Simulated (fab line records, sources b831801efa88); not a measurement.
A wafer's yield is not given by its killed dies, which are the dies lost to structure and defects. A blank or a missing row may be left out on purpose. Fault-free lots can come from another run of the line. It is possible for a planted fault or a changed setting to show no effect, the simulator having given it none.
A lot that was struck, set against a sound lot ; flow sky130 ; 15 steps out of a route of 708
Sound: these wafers, L836.1, L836.2, L836.5. Wafers L843.2, L843.3, L843.4 were the ones struck. The cause comes at the end.
Each step with rows lists, per side, the tool, then ch with its chambers, then its first start. Under that, the readings that differ: sound wafers ; struck wafers ; difference of the means ; sigmas: that difference in standard deviations of wafers without a fault.
alike: same words and numbers on both sides, and readings whose means sit less than 2 such deviations apart. not compared: any withheld reading, any reading some wafer has no value for, any bound like >300 that may hide the same value, and any number with overlapping values for which the record gives no deviation.
A row with sigmas, a row that says differs or no value, or rows on one side alone: a step with any of these is where the two part. Numbers that don't overlap but have no deviation are shown without sigmas and don't part them. Lack of a reading on every wafer of one side parts them only where that side has two or more wafers.

SKY_CONTACT_CMP_27: polishes, stops on SiO2, t overpolish 15 s, target thk 0 nm.
  sound on cmp-01 ch 0,2,3, day 34 00:47; struck on cmp-01 ch 0,1,2, day 36 02:15
  alike: motor-current-A, overpolish-run-s, time-to-endpoint-s
SKY_METAL1_SPUTTER_00: material Ti, target thk 15 nm, time 10 s.
  sound on pvd-sputter-01, day 34 01:02; struck on pvd-sputter-03, day 36 02:33
  alike: throttle-valve-pct
SKY_METAL1_SPUTTER_01: material TiN, target thk 20 nm, time 16.7 s.
  sound on pvd-sputter-01, day 34 01:03; struck on pvd-sputter-03, day 36 02:34
  alike: throttle-valve-pct
SKY_METAL1_SPUTTER_02: material AlCu, target thk 250 nm, time 13.3 s.
  sound on pvd-sputter-01, day 34 01:05; struck on pvd-sputter-03, day 36 02:36
  alike: throttle-valve-pct
SKY_METAL1_SPUTTER_03: material Ti, target thk 5 nm, time 3.3 s.
  sound on pvd-sputter-01, day 34 01:06; struck on pvd-sputter-03, day 36 02:37
  alike: throttle-valve-pct
then, 1 step without rows for these wafers: SKY_METAL1_SPUTTER_04 (material TiN, target thk 70 nm, time 58.3 s).
SKY_METAL1_RS_MEAS_05: the measuring method here is four-point-probe.
  sound on film-metro-01, day 34 01:10; struck on film-metro-04, day 36 02:43
  alike: METAL1_ALCU_RS
SKY_METAL1_THK_MEAS_06: measures by xrf.
  sound on film-metro-01, day 34 01:17; struck on film-metro-04, day 36 02:49
  alike: METAL1_ALCU_THK
then, 4 steps without rows for these wafers: SKY_METAL1_DEHYDRATE_07 (time 60 s); SKY_METAL1_HMDS_08 (prime time 60 s); SKY_METAL1_COAT_09 (resist thk 60 nm); SKY_METAL1_COAT_10 (resist thk 450 nm).
SKY_METAL1_SOFTBAKE_11: time 90 s.
  sound on litho-track-02 ch 0, day 34 14:00; struck on litho-track-03 ch 0, day 36 16:00
reading;sound;struck;difference;sigmas
heater-power-total-W (W);57.41 57.55 57.32;58.61 58.35 58.45;+1.04;+9
run-length-s (s);119.26 119.24 119.11;114.21 113.95 114.23;-5.07;-20
  alike: resist-line-temp-C
then, 1 step without rows for these wafers: SKY_METAL1_EXPOSE_12 (exposes mask MM1, target cd 140 nm).
-- the record jumps here: 12 days lie between the struck wafers' starts before and after (it left off in module METAL1 and takes up again in module PAD_OPEN, whose first step shown is number 708 of the route) --
SKY_PAD_OPEN_PROBE_99:
  sound on prober-01, day 47 17:43; struck on prober-02, day 49 03:15
reading;sound;struck;difference;sigmas
model.etest.licon-ndiff.rc-ohm;184.3 191.3 186;175.1 173.5 166.6;-15.5;
  alike: defect-limited-yield, killed_at_M0_to_M3, killed_at_M4_up, killed-at-contacts, killed-at-front-end, killed-at-other, killed-dies, killed-open, killed-short, sort_bin_3_pad_short, sort_bin_5_function, sort_bin_6_memory, sort-n-pass, sort-yield-pct

WHERE THEY PART
Within this record, at SKY_METAL1_SOFTBAKE_11 only. Later steps at which nothing parts them and some readings are alike: SKY_PAD_OPEN_PROBE_99.

WHY: what the simulator had put in
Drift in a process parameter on litho-track-03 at SKY_METAL1_SOFTBAKE_11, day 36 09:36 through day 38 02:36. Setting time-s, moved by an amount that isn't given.
